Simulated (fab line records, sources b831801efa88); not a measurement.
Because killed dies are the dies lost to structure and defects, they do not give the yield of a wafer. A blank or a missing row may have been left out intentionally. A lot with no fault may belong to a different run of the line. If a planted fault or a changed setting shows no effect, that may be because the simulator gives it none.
Chamber matching    flow sky130    4 sister chambers for SKY_VIA3_CMP_24 on cmp-02
The step polishes, stops on SiO2, t overpolish 20 s, target thk 0 nm. 4 wafers are shown with their chamber, then 9 later ones without.

## EACH WAFER AND ITS CHAMBER
wafer   chamber  motor-current-A (A)
L712.5  2        11.2
L715.1  1        11.2
L715.2  0        10.5
L715.4  3        10.0

## WAFERS MISSING THEIR CHAMBER
wafer   motor-current-A (A)
L722.2  9.2
L722.4  11.3
L722.5  10.7
L721.2  10.1
L721.5  11.1
L721.6  10.4
L728.2  10.6
L728.4  10.9
L728.6  9.8

## CHAMBER TAKEN BY EACH
wafer   from the rows above                in truth
L722.2  can't be placed: 3 or 0            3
L722.4  can't be placed: 1 or 2            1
L722.5  can't be placed: 0 or 1 or 2 or 3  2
L721.2  can't be placed: 3 or 0            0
L721.5  can't be placed: 1 or 2 or 0       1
L721.6  can't be placed: 0 or 3            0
L728.2  can't be placed: 0 or 1 or 2 or 3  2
L728.4  can't be placed: 1 or 2 or 0 or 3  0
L728.6  can't be placed: 3 or 0            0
Placed correctly: 0 of 9. Unplaceable from these rows: 9, with the true chamber sitting among the candidates in 9. Placed wrongly: 0.
How it was worked out, from the rows above alone: a wafer's distance from a chamber is the root of the sum, over the readings, of the square of ((its reading less the chamber's mean) divided by the reading's scatter). If the next closest chamber is less than 2 further off than the closest, the wafer can't be placed; otherwise it belongs to the closest. The mean given for a chamber averages the wafers shown for that chamber. The scatter: root of mean squared gap, hidden wafer to nearest shown wafer, with one shown wafer a chamber.
